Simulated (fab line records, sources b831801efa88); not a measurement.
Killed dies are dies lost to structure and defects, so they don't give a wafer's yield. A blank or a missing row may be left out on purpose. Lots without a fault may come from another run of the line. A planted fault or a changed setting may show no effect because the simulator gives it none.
Chamber matching | flow sky130 | SKY_VIA4_CMP_02 on cmp-02: 4 sister chambers
The step polishes SiO2. 16 wafers are shown with their chamber, then 8 later ones without.

WAFERS WITH THEIR CHAMBER
wafer  | chamber | motor_current_A (A)
L080.1 | 3       | 13.6
L080.2 | 0       | 13.6
L080.3 | 2       | 12.0
L080.4 | 1       | 12.4
L080.5 | 1       | 13.1
L080.6 | 2       | 11.7
L085.1 | 3       | 13.4
L085.2 | 1       | 12.2
L085.3 | 0       | 13.7
L085.4 | 2       | 11.8
L085.5 | 1       | 12.2
L085.6 | 2       | 11.6
L087.1 | 0       | 13.7
L087.2 | 2       | 12.6
L087.3 | 1       | 12.5
L087.4 | 3       | 13.1

SIGNATURES (means of the wafers above)
reading         | chamber 0 | chamber 1 | chamber 2 | chamber 3 | scatter within a chamber
motor_current_A | 13.667    | 12.480    | 11.940    | 13.367    | 0.331
Rule: a wafer's distance from a chamber is the root of the sum, over the readings, of the square of ((its reading less the chamber's mean) divided by the reading's scatter). The wafer belongs to the nearest chamber; if the next one is less than 2 further off, it can't be placed. The scatter: the root of (the sum of the squares of (reading less its chamber's mean) over the shown wafers, divided by (wafers less chambers)).

WAFERS WITHOUT THEIR CHAMBER
wafer  | motor_current_A (A)
L087.5 | 12.4
L087.6 | 12.1
L088.1 | 13.4
L088.2 | 12.3
L088.3 | 12.8
L088.4 | 11.7
L088.5 | 13.0
L088.6 | 12.7

WHICH CHAMBER EACH WENT THROUGH
wafer  | from the rows above               | in truth
L087.5 | can't be placed: 1 or 2           | 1
L087.6 | can't be placed: 2 or 1           | 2
L088.1 | can't be placed: 3 or 0           | 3
L088.2 | can't be placed: 1 or 2           | 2
L088.3 | can't be placed: 1 or 3 or 2 or 0 | 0
L088.4 | can't be placed: 2 or 1           | 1
L088.5 | can't be placed: 3 or 1 or 0      | 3
L088.6 | can't be placed: 1 or 3 or 2      | 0
Placed correctly: 0 of 8. Can't be placed from these rows: 8 (the true chamber is among the candidates in 7). Placed wrongly: 0.
